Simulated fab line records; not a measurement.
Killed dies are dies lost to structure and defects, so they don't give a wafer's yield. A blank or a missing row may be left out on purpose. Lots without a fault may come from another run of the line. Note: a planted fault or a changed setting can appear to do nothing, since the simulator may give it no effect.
The same fault as seen by 2 desks    flow sky130    numbers are kept per desk, each desk with only its own; the story behind them comes last

== TOOL OWNER'S DESK, cmp-01 ==
The tool's own readings at SKY_LI_CONTACT_CMP_24 (polishes, stops on PSG, t overpolish 20 s, target thk 0 nm): means of the sampled wafers that have a number, for each lot that ran on this tool. Marked OUT: a lot whose mean sits more than 4 standard deviations from the usual mean, which makes it out of limits; the brackets give that distance.
Columns: A = motor current A at SKY_LI_CONTACT_CMP_24, usual 11.2 A; B = overpolish run s at SKY_LI_CONTACT_CMP_24, usual 19.999 s; C = time to endpoint s at SKY_LI_CONTACT_CMP_24, usual 97 s
lot   first seen here  A     B       C
L814  day 31 14:52     10.8  20.005  101
L813  day 31 18:40     11.6  20.008  102
L816  day 31 21:34     10.8  19.991  99
L817  day 32 02:34     11.2  20.001  100
L818  day 32 09:28     12.2  19.999  97
L827  day 35 09:46     11.5  19.996  94
L828  day 35 13:34     10.6  19.988  97
This desk's finding: nothing out of limits on any of the 7 lots.

== AT THE METROLOGY DESK ==
What the gauges read for every lot (on any tool): the sampled wafers with a number, averaged. Marked OUT: a lot whose mean sits more than 4 standard deviations from the usual mean, which makes it out of limits; the brackets give that distance.
Columns: A = cd nm at SKY_METAL1_CD_MEAS_15, usual 140.1 nm
lot   first seen here  A
L810  day 33 02:44     140.4
L811  day 33 04:29     139.5
L812  day 33 17:27     141.0
L814  day 35 03:20     141.9
L815  day 35 05:32     139.2
L813  day 35 06:37     141.7
L816  day 35 10:25     141.0
L817  day 35 14:59     140.1
L818  day 35 23:29     140.3
L819  day 36 04:08     140.6
L825  day 38 01:48     136.7
L827  day 38 21:22     139.7
L828  day 39 00:17     139.9
This desk's finding: nothing out of limits on any of the 13 lots.

== TAKEN TOGETHER ==
The desk of the tool owner found nothing out of limits.
At the metrology desk, nothing out of limits was observed.

== WHAT THE SIMULATOR HAD INSERTED ==
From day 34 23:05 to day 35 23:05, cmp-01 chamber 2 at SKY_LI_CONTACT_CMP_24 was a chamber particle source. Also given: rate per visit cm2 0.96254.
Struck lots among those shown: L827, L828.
